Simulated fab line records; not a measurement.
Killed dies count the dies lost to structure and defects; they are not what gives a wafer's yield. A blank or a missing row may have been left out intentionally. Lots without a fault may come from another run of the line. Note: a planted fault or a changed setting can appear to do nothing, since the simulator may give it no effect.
2 desks looking at one fault + flow gf180mcu + each desk has only its own numbers; what lay behind them comes last

== AT THE TOOL OWNER'S DESK: plasma-asher-02 ==
The tool's own readings at GF_HV_LDD_STRIP_22 (strips in O2/N2): means of the sampled wafers that have a number, for each lot that ran on this tool. Any lot whose mean is over 4 standard deviations away from the usual mean is out of limits and marked OUT; that distance is given in the brackets.
Columns: A = drypump-motor-current-A at GF_HV_LDD_STRIP_22, usual 5.51 A; B = heater-power-w at GF_HV_LDD_STRIP_22, usual 349 W; C = n2-flow-sccm at GF_HV_LDD_STRIP_22, usual 300.3 sccm; D = oes-product-au at GF_HV_LDD_STRIP_22, usual 0.716 a.u.; E = strip-time-to-endpoint-s at GF_HV_LDD_STRIP_22, usual 12.62 s
| lot  | first seen here | A    | B   | C     | D               | E     |
|------|-----------------|------|-----|-------|-----------------|-------|
| L304 | day 10 12:28    | 5.71 | 332 | 300.1 | 0.715           | 12.66 |
| L305 | day 11 00:02    | 5.71 | 335 | 300.3 | 0.716           | 12.62 |
| L307 | day 11 15:40    | 5.84 | 328 | 300.7 | 0.718           | 12.62 |
| L313 | day 14 02:58    | 5.71 | 332 | 300.2 | 0.718           | 12.65 |
| L321 | day 16 04:28    | 5.86 | 324 | 300.6 | 0.875 (+32) OUT | -     |
This desk's finding: out of limits on L321; first on L321, day 16 04:28 (oes-product-au at GF_HV_LDD_STRIP_22). Within limits: L304, L305, L307, L313.

== METROLOGY DESK ==
What the gauges read, lot by lot, whatever tool the lot ran on: means of the sampled wafers that have a number. Any lot whose mean is over 4 standard deviations away from the usual mean is out of limits and marked OUT; that distance is given in the brackets.
Columns: A = NWELL_OVL at GF_NWELL_OVL_MEAS_07, usual 0.2 nm; B = cd-nm at GF_POLY_GATE_CD_MEAS_18, usual 279.8 nm; C = NSD_TW at GF_NSD_TW_MEAS_12, usual 4238
| lot  | first seen here | A    | B     | C    |
|------|-----------------|------|-------|------|
| L304 | day 3 06:25     | -0.9 | 281.4 | 4236 |
| L305 | day 3 12:04     | -1.2 | 280.3 | 4244 |
| L306 | day 3 16:10     | -0.1 | 277.5 | 4236 |
| L307 | day 4 00:37     | 1.2  | 281.1 | 4229 |
| L308 | day 4 15:37     | 1.0  | 281.3 | 4231 |
| L311 | day 4 23:31     | 0.7  | 279.0 | 4233 |
| L312 | day 5 06:34     | 3.1  | 279.4 | 4238 |
| L313 | day 5 12:06     | -0.2 | 277.8 | 4228 |
| L321 | day 7 03:31     | 1.4  | 279.9 | 4239 |
| L323 | day 7 14:29     | -1.0 | 279.4 | 4223 |
| L324 | day 7 20:51     | 1.8  | 280.2 | 4240 |
| L326 | day 8 06:16     | 0.8  | 279.3 | 4255 |
| L327 | day 8 10:46     | 0.5  | 277.8 | 4265 |
This desk found nothing out of limits on any of the 13 lots.

== PUT TOGETHER ==
An alarm could have come from the tool owner's desk at day 16 04:28, on L321.
From the metrology desk's view, nothing was out of limits.
The metrology desk has L321 on record, within its limits.
Of the lots named, all ran GF_HV_LDD_STRIP_22 on plasma-asher-02.

== WHAT HAD BEEN PUT IN BY THE SIMULATOR ==
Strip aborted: plasma-asher-02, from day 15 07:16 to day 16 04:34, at GF_HV_LDD_STRIP_22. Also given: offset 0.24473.
Shown lots that were struck: L321.
Time in hours from fault onset to the first out-of-limits reading at each desk: the tool owner's desk, 21.
